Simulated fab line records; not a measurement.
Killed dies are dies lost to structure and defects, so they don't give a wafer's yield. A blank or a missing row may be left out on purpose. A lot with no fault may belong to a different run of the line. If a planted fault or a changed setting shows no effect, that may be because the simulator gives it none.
Comparing a struck lot with a sound one	flow gf180mcu	23 steps out of a route of 602
Sound: the wafers L373.2, L373.3, L373.5. Struck: wafer L378.6 (L378.3, L378.5, from the same lot, were not struck and are left out); the cause is given at the end.
At each step with rows: each side's tool, then ch and its chambers, then its first start. Under that, the readings that differ: sound wafers	struck wafers	difference of the means	sigmas: that difference in standard deviations of wafers without a fault.
alike: readings whose means differ by less than 2 such deviations, and words and numbers that are the same on both sides. not compared: withheld readings, readings that some wafer has no value for, bounds like >300 that may hide the same value, and numbers for which the record gives no deviation and whose values overlap.
Wherever a step has rows on one side only, a row that says differs or no value, or a row with sigmas, the two part there. Numbers that have no deviation but don't overlap get no sigmas and don't part them. Lack of a reading on every wafer of one side parts them only where that side has two or more wafers.

GF_V3_RS_MEAS_24: the measuring method here is four-point-probe.
  sound: filmMetro-01 at day 25 01:33; struck: filmMetro-02 at day 26 15:10
  alike: V3_W_RS
GF_V3_THK_MEAS_25: measures by xrf.
  sound: filmMetro-01 at day 25 01:40; struck: filmMetro-02 at day 26 15:16
reading	sound	struck	difference	sigmas
V3_W_THK (nm)	331 329 332	342	+11	+2
GF_V3_CMP_26: polishes, stops on SiO2, t overpolish 15 s, target thk 0 nm.
  sound on cmp-02 ch 1,2, day 25 01:43; struck on cmp-01 ch 0, day 26 15:24
  alike: motorCurrentA, overpolishRunS, timeToEndpointS
GF_M4_SPUTTER_00: material Ti, target thk 37.5 nm, time 150 s.
  sound: pvdSputter-02 at day 25 02:01; struck: pvdSputter-03 at day 26 15:36
  alike: throttleValvePct
GF_M4_SPUTTER_01: material TiN, target thk 30 nm, time 25 s.
  sound: pvdSputter-02 at day 25 02:07; struck: pvdSputter-03 at day 26 15:42
  alike: throttleValvePct
GF_M4_SPUTTER_02: material AlCu, target thk 450 nm, time 23.9 s.
  sound: pvdSputter-02 at day 25 02:08; struck: pvdSputter-03 at day 26 15:44
  alike: throttleValvePct
then, 1 step without rows for these wafers: GF_M4_SPUTTER_03 (material Ti, target thk 10 nm, time 6.7 s).
GF_M4_SPUTTER_04: material TiN, target thk 50 nm, time 41.7 s.
  sound: pvdSputter-02 at day 25 02:12; struck: pvdSputter-03 at day 26 15:47
  alike: throttleValvePct
GF_M4_RS_MEAS_05: the measuring method here is four-point-probe.
  sound: filmMetro-04 at day 25 02:16; struck: filmMetro-04 at day 26 15:52
  alike: M4_ALCU_RS
GF_M4_THK_MEAS_06: measures by xrf.
  sound: filmMetro-04 at day 25 02:22; struck: filmMetro-04 at day 26 15:58
  alike: M4_ALCU_THK
then, 2 steps without rows for these wafers: GF_M4_DEHYDRATE_07 (time 60 s); GF_M4_HMDS_08 (prime time 60 s).
GF_M4_COAT_09: resist thk 1000 nm.
  sound on lithoTrack-01 ch 0, day 25 12:29; struck on lithoTrack-02 ch 0, day 27 01:53
reading	sound	struck	difference	sigmas
model.KrF_of_M4_COAT_09.thkNm (nm)	997.9 999.6 995.4	935.5	-62.1	
  alike: exhaustPa, resistLineTempC
then, 4 steps without rows for these wafers: GF_M4_SOFTBAKE_10 (time 60 s); GF_M4_EXPOSE_11 (exposes mask Metal4, target cd 280 nm); GF_M4_PEB_12 (peb time 90 s); GF_M4_DEVELOP_13 (develop time 60 s).
GF_M4_CD_MEAS_14: the cd target is 280 nm.
  sound: cdSem-01 at day 25 23:16; struck: cdSem-01 at day 27 12:08
  alike: cdNm
GF_M4_OVL_MEAS_15:
  sound: overlay-02 at day 25 23:22; struck: overlay-01 at day 27 12:14
  alike: M4_OVL
GF_M4_METAL_ETCH_16: etches the open film in Cl2/BCl3, stops on SiO2, target depth 750.8 nm, time 125.1 s.
  sound on rieMetal-03 ch 0,1, day 25 23:24; struck on rieMetal-01 ch 0, day 27 12:17
reading	sound	struck	difference	sigmas
model.KrF_of_M4_COAT_09.thkNm (nm)	684.3 687.4 673.7	623.2	-58.6	
  alike: drypumpMotorCurrentA, oesProductAu, throttleValvePct
  not compared: rfHoursCounterH
GF_M4_STRIP_17: strips in O2/N2.
  sound on plasmaAsher-01 ch 0,1, day 25 23:32; struck on plasmaAsher-02 ch 1, day 27 12:25
reading	sound	struck	difference	sigmas
oesProductAu (a.u.)	0.538 0.541 0.531	0.510	-0.027	-6
stripTimeToEndpointS (s)	7.37 7.44 7.28	6.77	-0.59	-12
  alike: drypumpMotorCurrentA, heaterPowerW
  not compared: rfHoursCounterH
then, 1 step without rows for these wafers: GF_M4_STRIP_18 (strips in post etch residue remover, time 1200 s).
-- the record jumps here: 5 days lie between the struck wafers' starts before and after (it left off in module M4 and takes up again in module PASSIVATION, whose first step shown is number 602 of the route) --
GF_PASSIVATION_PROBE_99:
  record: rows for the struck wafers here (prober-01, day 32 13:07), none for the sound ones

WHERE THEY PART
At GF_V3_THK_MEAS_25 first; at GF_PASSIVATION_PROBE_99 last (within this record only).

WHY: what the simulator had put in
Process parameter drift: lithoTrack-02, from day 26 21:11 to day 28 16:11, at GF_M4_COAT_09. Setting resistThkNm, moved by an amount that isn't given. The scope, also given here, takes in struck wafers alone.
